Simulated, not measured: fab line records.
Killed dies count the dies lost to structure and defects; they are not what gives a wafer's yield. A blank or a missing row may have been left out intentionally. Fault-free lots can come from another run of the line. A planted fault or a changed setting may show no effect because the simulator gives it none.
Which tool did it? :: flow sky130 :: 24 lots, 72 wafers sampled, at 5 steps of a route of 708

WHAT THE GAUGES SHOWED, per wafer
SKY_FIELD_ISO_CD_MEAS_13: target cd 150 nm.
lot: L074
measured: day 2 04:17
on: cd sem-01
cd nm (nm): 149.8 152.7 150.6

lot: L075
measured: day 2 09:53
on: cd sem-01
cd nm (nm): 149.2 150.5 149.8

lot: L076
measured: day 2 16:29
on: cd sem-02
cd nm (nm): 150.5 149.9 150.0

lot: L077
measured: day 2 20:48
on: cd sem-02
cd nm (nm): 150.7 151.2 151.5

lot: L078
measured: day 3 04:11
on: cd sem-02
cd nm (nm): 150.6 148.5 149.9

lot: L079
measured: day 3 07:31
on: cd sem-02
cd nm (nm): 149.9 149.3 148.5

lot: L080
measured: day 3 12:40
on: cd sem-01
cd nm (nm): 152.5 152.4 151.7

lot: L081
measured: day 3 16:44
on: cd sem-01
cd nm (nm): 152.2 150.9 151.5

lot: L082
measured: day 3 23:31
on: cd sem-02
cd nm (nm): 146.8 148.2 148.3

lot: L083
measured: day 4 06:13
on: cd sem-02
cd nm (nm): 149.8 146.9 148.4

lot: L084
measured: day 4 09:43
on: cd sem-02
cd nm (nm): 149.9 149.6 149.5

lot: L085
measured: day 4 13:19
on: cd sem-01
cd nm (nm): 151.8 150.9 151.5

lot: L086
measured: day 4 18:45
on: cd sem-01
cd nm (nm): 148.4 148.1 147.0

lot: L087
measured: day 5 01:56
on: cd sem-01
cd nm (nm): 148.2 148.8 146.6

lot: L088
measured: day 5 08:08
on: cd sem-01
cd nm (nm): 150.6 151.2 151.5

lot: L089
measured: day 5 12:32
on: cd sem-01
cd nm (nm): 148.5 149.3 148.7

lot: L090
measured: day 5 17:41
on: cd sem-01
cd nm (nm): 147.6 149.9 149.3

lot: L091
measured: day 5 22:43
on: cd sem-02
cd nm (nm): 149.0 148.6 147.7

lot: L092
measured: day 6 05:41
on: cd sem-02
cd nm (nm): 148.0 150.4 148.0

lot: L093
measured: day 6 13:28
on: cd sem-01
cd nm (nm): 150.8 149.3 152.8

lot: L094
measured: day 6 13:47
on: cd sem-02
cd nm (nm): 150.1 147.9 148.9

lot: L095
measured: day 7 02:27
on: cd sem-02
cd nm (nm): 149.8 149.1 148.3

lot: L096
measured: day 7 02:41
on: cd sem-01
cd nm (nm): 151.7 150.1 151.1

lot: L097
measured: day 7 06:47
on: cd sem-02
cd nm (nm): 150.7 151.2 150.2

SKY_LOCAL_INTERCONNECT_CD_MEAS_11: target cd 170 nm.
lot: L074
measured: day 29 19:05
on: cd sem-02
cd nm (nm): 171.3 170.8 170.4

lot: L075
measured: day 30 11:02
on: cd sem-01
cd nm (nm): 169.6 169.2 171.1

lot: L076
measured: day 30 20:47
on: cd sem-01
cd nm (nm): 168.1 169.6 167.7

lot: L077
measured: day 31 00:39
on: cd sem-01
cd nm (nm): 170.5 171.5 169.6

lot: L078
measured: day 31 17:31
on: cd sem-01
cd nm (nm): 169.7 170.6 170.4

lot: L079
measured: day 31 18:45
on: cd sem-02
cd nm (nm): 174.0 175.7 173.4

lot: L080
measured: day 32 05:43
on: cd sem-02
cd nm (nm): 171.1 171.5 172.3

lot: L081
measured: day 32 12:47
on: cd sem-02
cd nm (nm): 170.9 171.0 169.7

lot: L082
measured: day 32 21:47
on: cd sem-02
cd nm (nm): 172.8 172.1 174.8

lot: L083
measured: day 33 20:37
on: cd sem-01
cd nm (nm): 167.9 169.4 167.8

lot: L084
measured: day 34 00:03
on: cd sem-01
cd nm (nm): 170.5 170.1 171.8

lot: L085
measured: day 34 01:56
on: cd sem-01
cd nm (nm): 169.1 167.7 167.9

lot: L086
measured: day 34 18:31
on: cd sem-01
cd nm (nm): 170.6 169.6 171.7

lot: L087
measured: day 35 10:29
on: cd sem-02
cd nm (nm): 171.3 170.8 170.7

lot: L088
measured: day 35 21:02
on: cd sem-02
cd nm (nm): 169.6 168.5 168.9

lot: L089
measured: day 36 02:56
on: cd sem-01
cd nm (nm): 170.8 169.9 170.7

lot: L090
measured: day 36 03:47
on: cd sem-01
cd nm (nm): 171.3 172.4 171.9

lot: L091
measured: day 36 06:51
on: cd sem-02
cd nm (nm): 169.2 170.0 168.9

lot: L092
measured: day 36 08:17
on: cd sem-02
cd nm (nm): 171.0 170.8 170.4

lot: L093
measured: day 36 12:20
on: cd sem-02
cd nm (nm): 170.9 168.0 169.6

lot: L094
measured: day 36 17:53
on: cd sem-01
cd nm (nm): 169.1 169.9 171.0

lot: L095
measured: day 37 16:31
on: cd sem-02
cd nm (nm): 172.0 171.0 172.5

lot: L096
measured: day 37 18:14
on: cd sem-02
cd nm (nm): 169.4 167.1 169.1

lot: L097
measured: day 38 09:56
on: cd sem-02
cd nm (nm): 169.0 169.5 168.6

SKY_VIA3_THK_MEAS_01.
lot: L074
measured: day 37 23:43
on: film metro-01
VIA3_HDPCVD_THK (nm): 1615 1626 1652

lot: L075
measured: day 38 13:36
on: film metro-01
VIA3_HDPCVD_THK (nm): 1616 1626 1621

lot: L076
measured: day 39 01:01
on: film metro-04
VIA3_HDPCVD_THK (nm): 1635 1624 1612

lot: L077
measured: day 39 03:01
on: film metro-02
VIA3_HDPCVD_THK (nm): 1617 1616 1617

lot: L078
measured: day 39 20:34
on: film metro-04
VIA3_HDPCVD_THK (nm): 1597 1616 1612

lot: L079
measured: day 39 20:56
on: film metro-01
VIA3_HDPCVD_THK (nm): 1645 1630 1627

lot: L080
measured: day 40 07:02
on: film metro-01
VIA3_HDPCVD_THK (nm): 1640 1638 1627

lot: L081
measured: day 40 14:05
on: film metro-04
VIA3_HDPCVD_THK (nm): 1652 1609 1639

lot: L082
measured: day 40 21:47
on: film metro-02
VIA3_HDPCVD_THK (nm): 1626 1641 1645

lot: L083
measured: day 41 20:34
on: film metro-01
VIA3_HDPCVD_THK (nm): 1627 1616 1614

lot: L084
measured: day 41 21:46
on: film metro-01
VIA3_HDPCVD_THK (nm): 1643 1635 1642

lot: L085
measured: day 42 00:16
on: film metro-01
VIA3_HDPCVD_THK (nm): 1661 1641 1661

lot: L086
measured: day 42 13:59
on: film metro-02
VIA3_HDPCVD_THK (nm): 1652 1669 1639

lot: L087
measured: day 43 04:16
on: film metro-02
VIA3_HDPCVD_THK (nm): 1633 1623 1607

lot: L088
measured: day 43 12:44
on: film metro-02
VIA3_HDPCVD_THK (nm): 1617 1631 1633

lot: L089
measured: day 43 17:29
on: film metro-04
VIA3_HDPCVD_THK (nm): 1660 1649 1673

lot: L090
measured: day 43 18:36
on: film metro-02
VIA3_HDPCVD_THK (nm): 1632 1625 1634

lot: L091
measured: day 43 21:43
on: film metro-01
VIA3_HDPCVD_THK (nm): 1642 1609 1624

lot: L092
measured: day 43 23:08
on: film metro-02
VIA3_HDPCVD_THK (nm): 1653 1624 1659

lot: L093
measured: day 44 02:47
on: film metro-02
VIA3_HDPCVD_THK (nm): 1626 1610 1622

lot: L094
measured: day 44 06:16
on: film metro-02
VIA3_HDPCVD_THK (nm): 1631 1643 1660

lot: L095
measured: day 45 02:56
on: film metro-01
VIA3_HDPCVD_THK (nm): 1651 1646 1638

lot: L096
measured: day 45 04:00
on: film metro-04
VIA3_HDPCVD_THK (nm): 1630 1619 1618

lot: L097
measured: day 45 13:47
on: film metro-02
VIA3_HDPCVD_THK (nm): 1638 1619 1632

SKY_VIA4_THK_MEAS_01.
lot: L074
measured: day 41 05:50
on: film metro-02
VIA4_HDPCVD_THK (nm): 1745 1735 1719

lot: L075
measured: day 41 19:37
on: film metro-03
VIA4_HDPCVD_THK (nm): 1746 1762 1743

lot: L076
measured: day 42 05:09
on: film metro-01
VIA4_HDPCVD_THK (nm): 1765 1762 1770

lot: L077
measured: day 42 08:33
on: film metro-01
VIA4_HDPCVD_THK (nm): 1734 1728 1715

lot: L078
measured: day 43 00:44
on: film metro-01
VIA4_HDPCVD_THK (nm): 1766 1753 1776

lot: L079
measured: day 43 01:43
on: film metro-02
VIA4_HDPCVD_THK (nm): 1768 1761 1743

lot: L080
measured: day 43 08:55
on: film metro-03
VIA4_HDPCVD_THK (nm): 1737 1766 1763

lot: L081
measured: day 43 15:29
on: film metro-03
VIA4_HDPCVD_THK (nm): 1721 1709 1721

lot: L082
measured: day 44 00:31
on: film metro-03
VIA4_HDPCVD_THK (nm): 1725 1741 1756

lot: L083
measured: day 44 19:47
on: film metro-03
VIA4_HDPCVD_THK (nm): 1733 1740 1729

lot: L084
measured: day 44 21:32
on: film metro-03
VIA4_HDPCVD_THK (nm): 1743 1749 1741

lot: L085
measured: day 45 02:34
on: film metro-03
VIA4_HDPCVD_THK (nm): 1760 1769 1771

lot: L086
measured: day 45 10:46
on: film metro-02
VIA4_HDPCVD_THK (nm): 1728 1778 1745

lot: L087
measured: day 46 01:33
on: film metro-01
VIA4_HDPCVD_THK (nm): 1766 1746 1758

lot: L088
measured: day 46 09:44
on: film metro-03
VIA4_HDPCVD_THK (nm): 1706 1753 1710

lot: L089
measured: day 46 13:04
on: film metro-01
VIA4_HDPCVD_THK (nm): 1729 1735 1747

lot: L090
measured: day 46 14:11
on: film metro-02
VIA4_HDPCVD_THK (nm): 1758 1713 1731

lot: L091
measured: day 46 16:11
on: film metro-03
VIA4_HDPCVD_THK (nm): 1715 1740 1742

lot: L092
measured: day 46 18:52
on: film metro-01
VIA4_HDPCVD_THK (nm): 1709 1708 1715

lot: L093
measured: day 46 21:38
on: film metro-02
VIA4_HDPCVD_THK (nm): 1717 1758 1714

lot: L094
measured: day 47 01:31
on: film metro-01
VIA4_HDPCVD_THK (nm): 1732 1747 1735

lot: L095
measured: day 47 17:05
on: film metro-02
VIA4_HDPCVD_THK (nm): 1737 1757 1764

lot: L096
measured: day 47 17:29
on: film metro-03
VIA4_HDPCVD_THK (nm): 1735 1749 1743

lot: L097
measured: day 48 01:28
on: film metro-02
VIA4_HDPCVD_THK (nm): 1756 1746 1751

EACH LOT AND THE TOOL THAT RAN IT (in order: tool; ch and the chambers of the sampled wafers; start)
lot: L074
SKY_VIA2_CVD_21: cvd w-02 ch 0,1, day 35 17:46

lot: L075
SKY_VIA2_CVD_21: cvd w-02 ch 0,1, day 36 07:29

lot: L076
SKY_VIA2_CVD_21: cvd w-02 ch 0,1, day 36 19:11

lot: L077
SKY_VIA2_CVD_21: cvd w-01 ch 0,1, day 36 21:40

lot: L078
SKY_VIA2_CVD_21: cvd w-01 ch 0,1, day 37 15:29

lot: L079
SKY_VIA2_CVD_21: cvd w-02 ch 0,1, day 37 15:32

lot: L080
SKY_VIA2_CVD_21: cvd w-02 ch 1, day 38 02:36

lot: L081
SKY_VIA2_CVD_21: cvd w-02 ch 0,1, day 38 08:47

lot: L082
SKY_VIA2_CVD_21: cvd w-02 ch 0,1, day 38 16:46

lot: L083
SKY_VIA2_CVD_21: cvd w-01 ch 0,1, day 39 16:18

lot: L084
SKY_VIA2_CVD_21: cvd w-01 ch 0,1, day 39 18:08

lot: L085
SKY_VIA2_CVD_21: cvd w-01 ch 0,1, day 39 19:59

lot: L086
SKY_VIA2_CVD_21: cvd w-01 ch 0,1, day 40 11:18

lot: L087
SKY_VIA2_CVD_21: cvd w-02 ch 0,1, day 41 02:41

lot: L088
SKY_VIA2_CVD_21: cvd w-01 ch 0,1, day 41 11:30

lot: L089
SKY_VIA2_CVD_21: cvd w-02 ch 0,1, day 41 17:11

lot: L090
SKY_VIA2_CVD_21: cvd w-01 ch 0,1, day 41 18:19

lot: L091
SKY_VIA2_CVD_21: cvd w-02 ch 0,1, day 41 21:08

lot: L092
SKY_VIA2_CVD_21: cvd w-02 ch 0,1, day 41 22:03

lot: L093
SKY_VIA2_CVD_21: cvd w-01 ch 0,1, day 42 02:12

lot: L094
SKY_VIA2_CVD_21: cvd w-02 ch 0,1, day 42 06:17

lot: L095
SKY_VIA2_CVD_21: cvd w-01 ch 0,1, day 43 04:15

lot: L096
SKY_VIA2_CVD_21: cvd w-01 ch 0,1, day 43 04:42

lot: L097
SKY_VIA2_CVD_21: cvd w-02 ch 0,1, day 43 16:48
- SKY_VIA2_CVD_21: deposits W, target thk 420 nm, time 126.4 s.

WHAT THE TOOLS THEMSELVES READ (means of the sampled wafers that have a number; where no wafer has one, the mark that the record gives instead)
SKY_VIA2_CVD_21.
lot: L074
tool: cvd w-02
heater power outer w (W): 588
heater power w (W): 879

lot: L075
tool: cvd w-02
heater power outer w (W): 592
heater power w (W): 886

lot: L076
tool: cvd w-02
heater power outer w (W): 567
heater power w (W): 882

lot: L077
tool: cvd w-01
heater power outer w (W): 515
heater power w (W): 899

lot: L078
tool: cvd w-01
heater power outer w (W): 517
heater power w (W): 888

lot: L079
tool: cvd w-02
heater power outer w (W): 577
heater power w (W): 883

lot: L080
tool: cvd w-02
heater power outer w (W): 620
heater power w (W): 898

lot: L081
tool: cvd w-02
heater power outer w (W): 602
heater power w (W): 886

lot: L082
tool: cvd w-02
heater power outer w (W): 580
heater power w (W): 860

lot: L083
tool: cvd w-01
heater power outer w (W): 529
heater power w (W): 918

lot: L084
tool: cvd w-01
heater power outer w (W): 529
heater power w (W): 910

lot: L085
tool: cvd w-01
heater power outer w (W): 529
heater power w (W): 912

lot: L086
tool: cvd w-01
heater power outer w (W): 523
heater power w (W): 919

lot: L087
tool: cvd w-02
heater power outer w (W): 599
heater power w (W): 915

lot: L088
tool: cvd w-01
heater power outer w (W): 543
heater power w (W): 899

lot: L089
tool: cvd w-02
heater power outer w (W): 606
heater power w (W): 888

lot: L090
tool: cvd w-01
heater power outer w (W): 480
heater power w (W): 813

lot: L091
tool: cvd w-02
heater power outer w (W): 582
heater power w (W): 864

lot: L092
tool: cvd w-02
heater power outer w (W): 607
heater power w (W): 887

lot: L093
tool: cvd w-01
heater power outer w (W): 481
heater power w (W): 823

lot: L094
tool: cvd w-02
heater power outer w (W): 613
heater power w (W): 905

lot: L095
tool: cvd w-01
heater power outer w (W): 528
heater power w (W): 911

lot: L096
tool: cvd w-01
heater power outer w (W): 538
heater power w (W): 908

lot: L097
tool: cvd w-02
heater power outer w (W): 603
heater power w (W): 902

THE ANSWER, worked out from the rows above alone
Rule: usual is defined by the lots themselves. Put in order of their means at a reading, lots are off if they are a third of the lots or fewer, leave a main group of 4 or more, and stand apart from it by a gap of 3 or more times the standard deviation of the main group's means; of several such gaps the widest counts. If all means in a main group match to the digits the tables above print for the reading, that group is not used. A lot without any number at a reading at which 4 lots or more have one is off too. Where the step has rows for the other lots, those lots are counted as sound. The gauges are gone through in route order, then the tools' own readings, and for those a lot's mean is taken as printed above. The first step at which some lot is off is used, and at that step the reading that is off furthest; a lot without a number counts as furthest.
No lot is off at any reading shown: from this, nothing can be told.

WHAT THE SIMULATOR PUT IN
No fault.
